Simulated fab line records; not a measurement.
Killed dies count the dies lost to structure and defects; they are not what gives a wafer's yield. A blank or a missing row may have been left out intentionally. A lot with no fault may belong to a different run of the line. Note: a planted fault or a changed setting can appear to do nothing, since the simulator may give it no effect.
2 desks, one fault :: flow sky130 :: numbers are kept per desk, each desk with only its own; the story behind them comes last

## FOR THE TOOL OWNER'S DESK: implanter-04
SKY_LDD_LDN_IMPLANT_08, tool's own readings: per-lot mean of the sampled wafers with a number, covering each lot this tool ran. If a lot's mean is further than 4 standard deviations from the usual mean, the lot is out of limits and carries the mark OUT (the distance appears in the brackets).
Columns: A = dose_ions_cm2 at SKY_LDD_LDN_IMPLANT_08, usual 1.2499e+13
lot: L899
first seen here: day 23 12:59
A: 1.2503e+13

lot: L904
first seen here: day 25 16:34
A: 1.2785e+13 (+22) OUT

lot: L906
first seen here: day 26 15:29
A: 1.2787e+13 (+22) OUT

lot: L918
first seen here: day 31 02:25
A: 1.2501e+13
This desk finds L904, L906 out of limits, L904 being first, at day 25 16:34 (dose_ions_cm2 at SKY_LDD_LDN_IMPLANT_08). L899, L918: within limits.

## THE METROLOGY DESK
Means of the sampled wafers that have a number, per lot and without regard to the tool the lot ran on: this is what the gauges read. If a lot's mean is further than 4 standard deviations from the usual mean, the lot is out of limits and carries the mark OUT (the distance appears in the brackets).
Columns: A = LDD_P_OVL at SKY_LDD_P_OVL_MEAS_08, usual 2.1 nm; B = LDD_HVP_OVL at SKY_LDD_HVP_OVL_MEAS_07, usual 1.9 nm
lot: L896
first seen here: day 18 05:41
A: 1.9
B: 0.0

lot: L899
first seen here: day 19 19:35
A: 1.6
B: 2.6

lot: L904
first seen here: day 21 23:36
A: 3.2
B: 1.2

lot: L907
first seen here: day 22 21:36
A: 1.8
B: 0.6

lot: L906
first seen here: day 22 23:27
A: 2.1
B: 1.3

lot: L909
first seen here: day 23 17:01
A: 1.9
B: 3.1

lot: L910
first seen here: day 23 22:43
A: 2.8
B: 2.3

lot: L912
first seen here: day 25 12:20
A: 2.7
B: -0.4

lot: L911
first seen here: day 25 15:36
A: 4.3
B: 1.0

lot: L914
first seen here: day 25 18:15
A: 2.2
B: 3.7

lot: L916
first seen here: day 26 16:44
A: 1.2
B: 0.3

lot: L919
first seen here: day 27 09:01
A: 2.0
B: 0.9

lot: L918
first seen here: day 27 13:33
A: 2.0
B: 1.7
This desk's finding: nothing out of limits on any of the 13 lots.

## TAKEN TOGETHER
An alarm could have come from the tool owner's desk at day 25 16:34, on L904, L906.
At the metrology desk, nothing out of limits was observed.
The metrology desk holds a record of L904, L906, inside its limits.
Of the lots named, all ran SKY_LDD_LDN_IMPLANT_08 on implanter-04.

## WHAT HAD BEEN PUT IN BY THE SIMULATOR
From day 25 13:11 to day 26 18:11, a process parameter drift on implanter-04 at SKY_LDD_LDN_IMPLANT_08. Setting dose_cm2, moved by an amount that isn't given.
Struck lots among those shown: L904, L906.
Delay in hours, fault start to first out-of-limits reading, by desk: the tool owner's desk at 3.
